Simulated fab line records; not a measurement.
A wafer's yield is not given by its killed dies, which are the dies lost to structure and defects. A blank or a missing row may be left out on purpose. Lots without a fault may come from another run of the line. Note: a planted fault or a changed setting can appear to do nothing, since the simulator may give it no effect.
Which tool is to blame?	flow sky130	11 lots with 33 wafers sampled at 6 steps, on a route of 708 steps

WHAT THE GAUGES SHOWED, per wafer
SKY_METAL1_OVL_MEAS_16.
lot	measured	on	METAL1_OVL (nm)
L468	day 33 17:11	overlay-01	5 1 -2
L469	day 34 01:44	overlay-02	-3 -1 -1
L471	day 34 23:02	overlay-01	2 10 10
L472	day 35 07:02	overlay-01	-1 -1 -1
L473	day 35 13:26	overlay-02	-1 -2 0
L475	day 36 03:10	overlay-01	4 4 4
L476	day 36 13:26	overlay-01	9 0 4
L477	day 36 21:38	overlay-01	6 0 9
L478	day 36 22:10	overlay-02	-1 4 11
L482	day 38 06:38	overlay-02	0 4 5
L483	day 38 12:14	overlay-02	2 5 0

SKY_VIA1_RS_MEAS_22: the measuring method here is four-point-probe.
lot	measured	on	VIA1_W_RS (ohm/sq)
L468	day 34 21:29	film_metro-04	0.432 0.431 0.426
L469	day 35 06:47	film_metro-02	0.436 0.440 0.437
L471	day 36 04:04	film_metro-03	0.424 0.428 0.428
L472	day 36 11:59	film_metro-03	0.438 0.435 0.437
L473	day 36 17:40	film_metro-04	0.428 0.424 0.426
L475	day 37 08:29	film_metro-03	0.443 0.432 0.430
L476	day 37 18:20	film_metro-02	0.434 0.434 0.441
L477	day 38 01:55	film_metro-03	0.436 0.435 0.433
L478	day 38 02:16	film_metro-04	0.431 0.430 0.431
L482	day 39 10:16	film_metro-02	0.435 0.428 0.460
L483	day 39 15:32	film_metro-04	0.421 0.427 0.448

SKY_VIA1_THK_MEAS_23: measures by xrf.
lot	measured	on	VIA1_W_THK (nm)
L468	day 34 21:36	film_metro-04	270 271 273
L469	day 35 06:54	film_metro-02	270 268 270
L471	day 36 04:10	film_metro-03	272 270 268
L472	day 36 12:06	film_metro-03	265 266 265
L473	day 36 17:47	film_metro-04	271 273 272
L475	day 37 08:36	film_metro-03	262 269 269
L476	day 37 18:27	film_metro-02	270 270 267
L477	day 38 02:02	film_metro-03	264 265 266
L478	day 38 02:23	film_metro-04	268 268 268
L482	day 39 10:23	film_metro-02	269 274 255
L483	day 39 15:38	film_metro-04	275 270 259

SKY_METAL2_THK_MEAS_06: measures by xrf.
lot	measured	on	METAL2_ALCU_THK (nm)
L468	day 34 22:13	film_metro-02	251.4 249.8 250.4
L469	day 35 07:31	film_metro-02	251.5 252.4 250.9
L471	day 36 04:47	film_metro-01	248.0 250.6 251.3
L472	day 36 12:43	film_metro-02	250.6 251.4 250.6
L473	day 36 18:25	film_metro-03	253.1 254.9 256.5
L475	day 37 09:21	film_metro-02	251.8 248.1 246.8
L476	day 37 19:04	film_metro-02	247.2 249.6 249.7
L477	day 38 02:39	film_metro-01	253.0 255.1 254.7
L478	day 38 03:00	film_metro-02	252.2 252.7 253.9
L482	day 39 11:02	film_metro-03	250.6 249.9 248.8
L483	day 39 16:15	film_metro-01	248.7 248.7 254.4

WHAT TOOL EACH LOT RAN ON (gives the tool, then ch and the chambers of the sampled wafers, and finally the start)
lot	SKY_VIA1_ETCH_15	SKY_VIA1_CVD_21
L468	rie_diel-02 ch 0,2,3, day 34 20:41	cvd_w-01 ch 0,1, day 34 21:23
L469	rie_diel-04 ch 0,1,3, day 35 05:55	cvd_w-02 ch 0,1, day 35 06:41
L471	rie_diel-04 ch 0,1,3, day 36 03:14	cvd_w-02 ch 0,1, day 36 03:57
L472	rie_diel-04 ch 0,1,3, day 36 11:11	cvd_w-01 ch 0,1, day 36 11:53
L473	rie_diel-02 ch 1,2, day 36 16:50	cvd_w-01 ch 0,1, day 36 17:34
L475	rie_diel-01 ch 1,3, day 37 07:17	cvd_w-01 ch 0,1, day 37 08:23
L476	rie_diel-01 ch 0,1,3, day 37 17:29	cvd_w-01 ch 0,1, day 37 18:13
L477	rie_diel-01 ch 1,2,3, day 38 01:07	cvd_w-01 ch 0,1, day 38 01:49
L478	rie_diel-02 ch 1,2,3, day 38 01:28	cvd_w-02 ch 0, day 38 02:10
L482	rie_diel-02 ch 0,1,2, day 39 09:27	cvd_w-01 ch 0,1, day 39 10:11
L483	rie_diel-01 ch 1,2, day 39 14:41	cvd_w-01 ch 0,1, day 39 15:26
- SKY_VIA1_ETCH_15: etches SiO2 in C4F8/O2/Ar, stops on TiN, target depth 351 nm, time 54 s.
- SKY_VIA1_CVD_21: deposits W, target thk 270 nm, time 80.902 s.

WHAT THE TOOLS THEMSELVES READ (means of the sampled wafers that have a number; where no wafer has one, the mark that the record gives instead)
SKY_VIA1_ETCH_15.
lot	tool	oes_product_au (a.u.)
L468	rie_diel-02	0.977
L469	rie_diel-04	0.987
L471	rie_diel-04	0.980
L472	rie_diel-04	0.986
L473	rie_diel-02	0.985
L475	rie_diel-01	0.983
L476	rie_diel-01	0.989
L477	rie_diel-01	0.977
L478	rie_diel-02	0.987
L482	rie_diel-02	0.983
L483	rie_diel-01	0.982

SKY_VIA1_CVD_21.
lot	tool	heater_power_outer_w (W)	heater_power_w (W)
L468	cvd_w-01	503	820
L469	cvd_w-02	520	866
L471	cvd_w-02	523	863
L472	cvd_w-01	489	821
L473	cvd_w-01	501	815
L475	cvd_w-01	489	824
L476	cvd_w-01	487	805
L477	cvd_w-01	488	828
L478	cvd_w-02	506	849
L482	cvd_w-01	492	804
L483	cvd_w-01	498	823

THE ANSWER, worked out from the rows above alone
Rule: usual is defined by the lots themselves. Put in order of their means at a reading, lots are off if they are a third of the lots or fewer, leave a main group of 4 or more, and stand apart from it by a gap of 3 or more times the standard deviation of the main group's means; of several such gaps the widest counts. The tables above print the reading to a certain number of digits; a main group whose means all agree to those digits is not used. A lot without any number at a reading at which 4 lots or more have one is off too. All remaining lots with rows at the step are treated as sound. The gauges are gone through in route order, then the tools' own readings, and for those a lot's mean is taken as printed above. The first step at which some lot is off is used, and at that step the reading that is off furthest; a lot without a number counts as furthest.
No lot is off at any reading shown: from this, nothing can be told.

WHAT HAD BEEN PUT IN BY THE SIMULATOR
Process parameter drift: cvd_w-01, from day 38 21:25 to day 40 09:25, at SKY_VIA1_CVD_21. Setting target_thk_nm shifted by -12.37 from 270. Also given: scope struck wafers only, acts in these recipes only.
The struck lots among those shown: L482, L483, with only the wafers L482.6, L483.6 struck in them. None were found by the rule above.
